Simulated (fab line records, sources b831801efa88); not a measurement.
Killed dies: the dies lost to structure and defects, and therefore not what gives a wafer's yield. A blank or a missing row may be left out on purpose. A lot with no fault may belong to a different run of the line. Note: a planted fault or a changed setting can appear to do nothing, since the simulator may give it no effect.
fab line records	flow sky130
record lots=6	wafers=18	lastDay=50
route steps=708 shown SD_N@343 PAD_OPEN@708
lots that met no fault: taken from a fault-free run of the same line
startH: hours from the record's opening day to when the first of the lot's shown wafers began	waitH: hours elapsed since this lot's preceding step	" the same as in the row above	L1.1+2: a single row standing in for several wafers	- no value, or no start was given	* or withheld: withheld	< > ~ a bound
route shown NAME@n: a module of which the file shows steps, and the number in the route of the first	usual: mean/standard deviation of fault-free wafers	same: alike in all rows	chamber/n: place in a boat	sites: the reading at each site	_std_site: the standard deviation of these	_edge_site: the outer-site mean with the inner-site mean subtracted	radiusMm: how far each site lies from the wafer's centre	mask NAME#n: copy n	behind: the tool/chamber that last shaped the wafer	hold: the reason the lot was held/the length of the hold in hours/how it ended	device: names the non-switching transistor (n, p or np)	end of line: tests of these same wafers at the route's end	for a step that has no rows: nothing shown but its recipe	killed: not the wafer's yield, but the dies lost to structure and defects at the first sort	map: the dies of a wafer, with x for killed, . for not killed, _ for no die there
set.NAME: the setting that was run; set.NAME@STEP: the one run at that earlier step	model.NAME: the simulator's own value behind a step, which no gauge read
lots at some steps of the route; a table a step, a row a wafer
services: when a tool's chamber went out of use (startH, in hours from the record's first day, below 0 if earlier), for how many hours, and the reason
## steps
# step SKY_SD_N_HMDS_01
# recipe primeTimeS=60	primeTempC=120
# step SKY_SD_N_COAT_02
# recipe resist=NOVOLAK	spinRpm=3000	resistThkNm=1140
# step SKY_SD_N_SOFTBAKE_03
# recipe tempC=90	timeS=60	resist=NOVOLAK
# step SKY_SD_N_EXPOSE_04
# recipe maskId=NSDM	na=0.6	sourceShape=conventional	sigmaOuter=0.6	polarization=unpolarized	targetCdNm=380	doseMj=141
# step SKY_SD_N_PEB_05
# recipe tempC=withheld	timeS=*	resist=NOVOLAK
# step SKY_SD_N_DEVELOP_06
# recipe resist=NOVOLAK	developer=TMAH	developTimeS=60	devTempC=23
# step SKY_SD_N_CD_MEAS_07
# recipe targetCdNm=380
# usual cdNm=380/3
lot.wafer	tool	chamber	startH	waitH	cdNm
L600.1	cdSem-01	-	664.71	0.1	382
L600.2	"	-	"	"	381
L600.5	"	-	"	"	381
L609.2	cdSem-01	-	757.93	0.1	377
L609.3	"	-	"	"	379
L609.6	"	-	"	"	380
L611.2	cdSem-02	-	760.53	0.1	383
L611.5	"	-	"	"	379
L611.6	"	-	"	"	379
L610.1	cdSem-02	-	761.16	0.1	381
L610.3	"	-	"	"	380
L610.4	"	-	"	"	382
L613.1	cdSem-02	-	770.96	0.1	381
L613.2	"	-	"	"	380
L613.3	"	-	"	"	382
L621.2	cdSem-01	-	842.98	0.1	377
L621.5	"	-	"	"	379
L621.6	"	-	"	"	381
# step SKY_SD_N_OVL_MEAS_08
# usual SD_N_OVL=0.1/1.5
lot.wafer	tool	chamber	startH	waitH	SD_N_OVL[nm]
L600.1	overlay-02	-	664.83	0.1	2.0
L600.2	"	-	"	"	1.5
L600.5	"	-	"	"	-0.4
L609.2	overlay-01	-	758.03	0.1	-1.9
L609.3	"	-	"	"	-1.2
L609.6	"	-	"	"	-1.2
L611.2	overlay-01	-	760.63	0.1	1.8
L611.5	"	-	"	"	1.7
L611.6	"	-	"	"	1.9
L610.1	overlay-01	-	761.28	0.1	-1.0
L610.3	"	-	"	"	-1.8
L610.4	"	-	"	"	-0.2
L613.1	overlay-02	-	771.08	0.1	1.1
L613.2	"	-	"	"	0.7
L613.3	"	-	"	"	1.0
L621.2	overlay-01	-	843.09	0.1	-0.7
L621.5	"	-	"	"	-0.4
L621.6	"	-	"	"	-0.2
# step SKY_SD_N_IMPLANT_09
# recipe species=As	energyKev=50	doseCm2=4e+15	tiltDeg=0
# step SKY_SD_N_IMPLANT_10
# recipe species=P	energyKev=20	doseCm2=1e+14	tiltDeg=0
# step SKY_SD_N_STRIP_11
# recipe chemistry=O2/N2	powerW=1400	pressureMtorr=1500	platenTempC=withheld	o2FlowSccm=3000	n2FlowSccm=300	overashFraction=0.5
# usual drypumpMotorCurrentA=5.8/0.4	oesProductAu=0.527/0.0048	stripTimeToEndpointS=22.54/0.033
lot.wafer	tool	chamber	startH	waitH	drypumpMotorCurrentA	oesProductAu	rfHoursCounterH	stripTimeToEndpointS
L600.1	plasmaAsher-02	0	665.16	0.1	5.5	0.521	83	22.50
L600.2	"	1	"	"	6.2	0.530	83	22.54
L600.5	"	1	"	"	6.2	0.522	-	22.54
L609.2	plasmaAsher-02	0	758.36	0.1	5.5	0.533	92	22.60
L609.3	"	1	"	"	6.2	0.527	-	22.53
L609.6	"	0	"	"	5.6	0.525	-	22.54
L611.2	plasmaAsher-02	0	760.96	0.1	5.5	0.515	92	22.46
L611.5	"	0	"	"	5.6	0.528	-	22.48
L611.6	"	1	"	"	6.2	0.528	-	22.48
L610.1	plasmaAsher-03	1	761.61	0.1	6.2	0.532	2	22.53
L610.3	"	1	"	"	6.2	0.524	-	22.55
L610.4	"	0	"	"	5.4	0.531	-	22.59
L613.1	plasmaAsher-03	1	771.41	0.1	6.2	0.533	3	22.57
L613.2	"	0	"	"	5.4	0.529	3	22.56
L613.3	"	1	"	"	6.2	0.529	-	22.58
L621.2	plasmaAsher-02	0	843.42	0.1	5.6	0.531	101	22.53
L621.5	"	1	"	"	6.3	0.528	-	22.55
L621.6	"	0	"	"	5.5	0.525	-	22.49
# step SKY_SD_N_TW_MEAS_12
# usual SD_N_TW=3975/32
lot.wafer	tool	chamber	startH	waitH	SD_N_TW
L600.1	filmMetro-01	-	665.26	0.1	3993
L600.2	"	-	"	"	3981
L600.5	"	-	"	"	3971
L609.2	filmMetro-04	-	758.47	0.1	3996
L609.3	"	-	"	"	3997
L609.6	"	-	"	"	4010
L611.2	filmMetro-01	-	761.07	0.1	3950
L611.5	"	-	"	"	3938
L611.6	"	-	"	"	3942
L610.1	filmMetro-02	-	761.71	0.1	3994
L610.3	"	-	"	"	3961
L610.4	"	-	"	"	3988
L613.1	filmMetro-02	-	771.51	0.1	3983
L613.2	"	-	"	"	3977
L613.3	"	-	"	"	3970
L621.2	filmMetro-01	-	843.53	0.1	3944
L621.5	"	-	"	"	3983
L621.6	"	-	"	"	3986
# step SKY_SD_N_CLEAN_13
# recipe chemistry=SC1/SC2	mix=1:4:20	tempC=70	timeS=150	dry=n2Spin
# usual runLengthS=179/4.1
lot.wafer	tool	chamber	startH	waitH	runLengthS
L600.1	wetBench-02	0	665.32	0.1	174
L600.2	"	0	"	"	174
L600.5	"	0	"	"	174
L609.2	wetBench-03	3	758.52	0.0	54
L609.3	"	3	"	"	54
L609.6	"	3	"	"	54
L611.2	wetBench-03	3	761.12	0.0	54
L611.5	"	3	"	"	54
L611.6	"	3	"	"	54
L610.1	wetBench-04	2	761.77	0.1	184
L610.3	"	2	"	"	184
L610.4	"	2	"	"	184
L613.1	wetBench-03	2	771.57	0.1	184
L613.2	"	2	"	"	184
L613.3	"	2	"	"	184
L621.2	wetBench-02	1	843.58	0.0	184
L621.5	"	1	"	"	184
L621.6	"	1	"	"	184
# step SKY_SD_N_RTA_14
# recipe tempC=1075	timeS=2	idleTempC=650	rampUpCPerS=150	rampDownCPerS=90	ambient=N2
# usual lampPowerPct=15.73/0.049	wafer_temp_C_max=1078.0/1.3
lot.wafer	tool	chamber	startH	waitH	lampPowerPct	wafer_temp_C_max
L600.1	rtpAnneal-01	0	665.37	0.0	15.66	1080.4
L600.2	"	0	"	"	15.67	1080.0
L600.5	"	0	"	"	15.70	1078.1
L609.2	rtpAnneal-01	0	758.58	0.0	15.77	1077.7
L609.3	"	0	"	"	15.75	1078.4
L609.6	"	0	"	"	15.68	1078.4
L611.2	rtpAnneal-02	0	761.19	0.0	15.69	1079.2
L611.5	"	0	"	"	15.73	1077.7
L611.6	"	0	"	"	15.74	1078.8
L610.1	rtpAnneal-01	0	761.83	0.0	15.69	1078.2
L610.3	"	0	"	"	15.71	1076.4
L610.4	"	0	"	"	15.79	1078.9
L613.1	rtpAnneal-01	0	771.63	0.0	15.72	1078.4
L613.2	"	0	"	"	15.82	1080.0
L613.3	"	0	"	"	15.83	1076.1
L621.2	rtpAnneal-01	0	843.64	0.0	15.83	1078.6
L621.5	"	0	"	"	15.76	1075.8
L621.6	"	0	"	"	15.80	1078.1
# step SKY_PAD_OPEN_PROBE_99
# usual killed_at_M0_to_M3=43/6.5	killed_at_M4_up=3/1.7	killedAtContacts=25/5.1	killedAtFrontEnd=15/3.8	killedAtOther=0.2/0.45	killedDies=86/8.8	killedOpen=47/6.7	killedShort=39/6
# same grossDies=492	killedAtBackSide=0
lot.wafer	tool	chamber	startH	waitH	killed_at_M0_to_M3	killed_at_M4_up	killedAtContacts	killedAtFrontEnd	killedAtOther	killedDies	killedOpen	killedShort	model.etest.diodeNwellSub.leakLog10ACm2	model.etest.diodeDnwellSub.leakLog10ACm2	model.etest.diodePwellDnwell.leakLog10ACm2	model.etest.diodeNdiffPwellHv.leakLog10ACm2	model.etest.nfet_16v.offLog10AUm	model.etest.pfet_16v.offLog10AUm
L600.1	prober-02	-	1088.36	0.1	50	3	18	11	0	82	40	42	-7.262	-7.114	-7.302	-6.555	-13.79	-13.92
L600.2	prober-02	-	1088.41	0.1	50	2	20	12	1	85	44	41	-7.574	-7.303	-7.601	-6.465	-13.83	-13.9
L600.5	prober-02	-	1088.56	0.2	47	2	22	14	0	85	47	38	-7.245	-7.563	-7.663	-6.733	-13.88	-13.9
L609.2	prober-01	-	1159.39	0.1	44	5	23	13	1	86	37	49	-6.732	-6.8	-7.032	-6.372	-13.52	-13.86
L609.3	prober-01	-	1159.44	0.2	40	3	19	25	1	88	49	39	-6.386	-7.015	-7.08	-6.312	-13.71	-13.78
L609.6	prober-01	-	1159.59	0.2	32	3	13	19	0	67	32	35	-6.484	-6.597	-7.263	-6.19	-13.67	-13.88
L611.2	prober-02	-	1159.72	0.1	42	3	24	21	0	90	51	39	-6.739	-6.747	-7.061	-6.485	-13.7	-13.9
L611.5	prober-02	-	1159.87	0.2	41	1	32	17	0	91	59	32	-6.861	-6.448	-7.266	-6.491	-13.58	-13.77
L611.6	prober-02	-	1159.92	0.2	41	8	20	18	0	87	48	39	-6.85	-6.898	-7.124	-6.598	-13.59	-13.58
L610.1	prober-01	-	1160.84	0.1	51	1	29	16	0	97	51	46	-7.337	-7.338	-7.572	-6.68	-13.72	-13.91
L610.3	prober-01	-	1160.94	0.2	42	6	16	13	0	77	42	35	-7.018	-7.134	-7.639	-6.533	-13.87	-13.89
L610.4	prober-01	-	1160.99	0.2	53	3	26	14	0	96	53	43	-7.239	-7.127	-7.809	-6.566	-13.8	-13.96
L613.1	prober-01	-	1166.86	0.1	49	2	14	13	0	78	44	34	-7.292	-7.564	-7.79	-6.53	-13.9	-13.86
L613.2	prober-01	-	1166.91	0.1	46	2	25	13	0	86	55	31	-7.455	-7.411	-7.701	-6.659	-13.88	-14
L613.3	prober-01	-	1166.96	0.2	44	4	22	16	0	86	41	45	-7.141	-7.275	-7.428	-6.477	-13.68	-13.94
L621.2	prober-01	-	1208.27	0.1	30	4	26	15	0	75	40	35	-7.335	-7.408	-7.726	-6.554	-13.85	-13.97
L621.5	prober-01	-	1208.42	0.2	37	1	20	15	1	74	44	30	-7.268	-7.476	-7.576	-6.559	-13.87	-13.88
L621.6	prober-01	-	1208.47	0.2	43	0	27	12	0	82	50	32	-7.733	-7.191	-7.575	-6.64	-13.82	-13.71
# killed by level:class
L600.1 METAL1:geometricParticle:short=11 VIA3:geometricParticle:open=10 CONTACT:geometricParticle:open=7 LI_CONTACT:geometricParticle:open=5 VIA1:geometricParticle:open=5 VIA1:geometricParticle:short=5 METAL2:geometricParticle:short=5 FIELD_ISO:geometricParticle:short=4
L600.2 VIA1:geometricParticle:open=10 VIA3:geometricParticle:open=10 LI_CONTACT:geometricParticle:open=7 CONTACT:geometricParticle:open=7 VIA3:geometricParticle:short=7 METAL1:geometricParticle:short=5 VIA2:geometricParticle:open=4 LOCAL_INTERCONNECT:geometricParticle:short=4
L600.5 VIA1:geometricParticle:open=13 CONTACT:geometricParticle:open=11 VIA3:geometricParticle:open=11 FIELD_ISO:geometricParticle:short=5 METAL2:geometricParticle:short=5 VIA1:geometricParticle:short=4 METAL3:geometricParticle:short=4 FIELD_ISO:geometricParticle:open=3
L609.2 VIA1:geometricParticle:open=9 CONTACT:geometricParticle:short=6 METAL2:geometricParticle:short=6 VIA3:geometricParticle:short=6 FIELD_ISO:geometricParticle:short=5 LI_CONTACT:geometricParticle:open=5 LOCAL_INTERCONNECT:geometricParticle:short=5 CONTACT:geometricParticle:open=5
L609.3 VIA1:geometricParticle:open=12 FIELD_ISO:geometricParticle:short=9 CONTACT:geometricParticle:open=7 VIA3:geometricParticle:open=7 POLY_GATE:geometricParticle:short=6 VIA2:geometricParticle:open=6 METAL2:geometricParticle:short=6 LI_CONTACT:geometricParticle:open=5
L609.6 VIA3:geometricParticle:open=9 POLY_GATE:geometricParticle:short=6 METAL2:geometricParticle:short=6 CONTACT:geometricParticle:open=5 VIA1:geometricParticle:open=5 FIELD_ISO:geometricParticle:short=4 CONTACT:geometricParticle:short=4 VIA2:geometricParticle:open=4
L611.2 VIA1:geometricParticle:open=14 FIELD_ISO:geometricParticle:short=7 LI_CONTACT:geometricParticle:open=7 CONTACT:geometricParticle:open=7 LOCAL_INTERCONNECT:geometricParticle:short=6 VIA2:geometricParticle:open=6 VIA3:geometricParticle:open=5 SPACER:geometricParticle:open=4
L611.5 CONTACT:geometricParticle:open=16 LI_CONTACT:geometricParticle:open=8 VIA3:geometricParticle:open=7 VIA2:geometricParticle:open=7 FIELD_ISO:geometricParticle:open=6 METAL2:geometricParticle:short=6 FIELD_ISO:geometricParticle:short=5 VIA1:geometricParticle:open=5
L611.6 FIELD_ISO:geometricParticle:open=8 LI_CONTACT:geometricParticle:open=8 METAL2:geometricParticle:short=8 VIA2:geometricParticle:open=8 FIELD_ISO:geometricParticle:short=5 CONTACT:geometricParticle:open=5 VIA3:geometricParticle:open=5 VIA1:geometricParticle:open=4
L610.1 VIA1:geometricParticle:open=14 CONTACT:geometricParticle:open=9 LI_CONTACT:geometricParticle:open=8 VIA1:geometricParticle:short=7 LOCAL_INTERCONNECT:geometricParticle:short=6 VIA2:geometricParticle:open=6 VIA2:geometricParticle:short=6 POLY_GATE:geometricParticle:short=5
L610.3 VIA1:geometricParticle:open=12 VIA2:geometricParticle:open=8 METAL1:geometricParticle:short=6 VIA1:geometricParticle:short=6 METAL4:geometricParticle:short=5 POLY_GATE:geometricParticle:open=4 LI_CONTACT:geometricParticle:open=4 LOCAL_INTERCONNECT:geometricParticle:short=4
L610.4 CONTACT:geometricParticle:open=15 VIA1:geometricParticle:open=9 VIA2:geometricParticle:open=9 METAL1:geometricParticle:short=8 VIA3:geometricParticle:open=7 METAL2:geometricParticle:short=7 LOCAL_INTERCONNECT:geometricParticle:short=5 FIELD_ISO:geometricParticle:short=4
L613.1 VIA3:geometricParticle:open=14 VIA1:geometricParticle:open=6 LI_CONTACT:geometricParticle:open=5 VIA2:geometricParticle:open=5 FIELD_ISO:geometricParticle:open=4 METAL1:geometricParticle:short=4 VIA1:geometricParticle:short=4 METAL3:geometricParticle:short=4
L613.2 VIA3:geometricParticle:open=8 LI_CONTACT:geometricParticle:open=8 CONTACT:geometricParticle:open=8 VIA1:geometricParticle:open=6 VIA2:geometricParticle:open=6 METAL1:geometricParticle:short=5 FIELD_ISO:geometricParticle:open=4 POLY_GATE:geometricParticle:open=4
L613.3 METAL1:geometricParticle:short=8 METAL2:geometricParticle:short=8 VIA2:geometricParticle:open=8 POLY_GATE:geometricParticle:open=7 CONTACT:geometricParticle:open=7 VIA3:geometricParticle:open=6 VIA1:geometricParticle:open=5 LI_CONTACT:geometricParticle:open=4
L621.2 CONTACT:geometricParticle:open=11 VIA3:geometricParticle:open=6 VIA1:geometricParticle:short=5 FIELD_ISO:geometricParticle:open=4 LOCAL_INTERCONNECT:geometricParticle:short=4 CONTACT:geometricParticle:short=4 VIA1:geometricParticle:open=4 VIA2:geometricParticle:open=4
L621.5 VIA1:geometricParticle:open=11 CONTACT:geometricParticle:open=9 POLY_GATE:geometricParticle:open=8 VIA3:geometricParticle:open=6 CONTACT:geometricParticle:short=5 METAL3:geometricParticle:short=5 METAL2:geometricParticle:short=4 FIELD_ISO:geometricParticle:short=3
L621.6 VIA1:geometricParticle:open=10 VIA3:geometricParticle:open=8 LI_CONTACT:geometricParticle:open=7 CONTACT:geometricParticle:open=6 VIA2:geometricParticle:open=6 FIELD_ISO:geometricParticle:short=5 FIELD_ISO:geometricParticle:open=5 LI_CONTACT:geometricParticle:short=5
## services
tool	chamber	startH	hours	kind
plasmaAsher-02	-	680.31	1.0	repair
wetBench-02	-	686.54	4.4	pm
plasmaAsher-02	-	693.58	2.8	pm
rtpAnneal-02	-	708.07	2.7	pm
plasmaAsher-03	-	733.75	9.0	pm
plasmaAsher-03	0	733.75	9.0	ventCycle
plasmaAsher-03	1	733.75	9.0	ventCycle
plasmaAsher-03	0	742.75	-	clean
plasmaAsher-03	1	742.75	-	clean
plasmaAsher-03	-	789.10	14.6	pm
## key
firstSign step=SKY_SD_N_CLEAN_13	reading=runLengthS	direction=down	sigmas=31	usual=*	struck=*
effect none on later readings
modelEffect step=SKY_PAD_OPEN_PROBE_99	value=etest.diodeNwellSub.leakLog10ACm2	without=-7.303	struck=-6.676
metAt SKY_SD_N_CLEAN_13
struckWafers L609.2,L609.3,L609.6,L611.2,L611.5,L611.6
testerLeftOut L609,L611
fault kind=processParameterDrift	tool=wetBench-03	chamber=3	onsetH=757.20	steps=SKY_SD_N_CLEAN_13	channel=timeS	offset=*	shape=step	endH=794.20	actsIn=*	stated=*
# testerLeftOut: of these lots the tester's yield and bins aren't shown, on N5 and GAA mostly nor the transistor test; their killed dies are dies lost to structure and defects alone, not to doping, threshold or leakage, so they don't give the yield
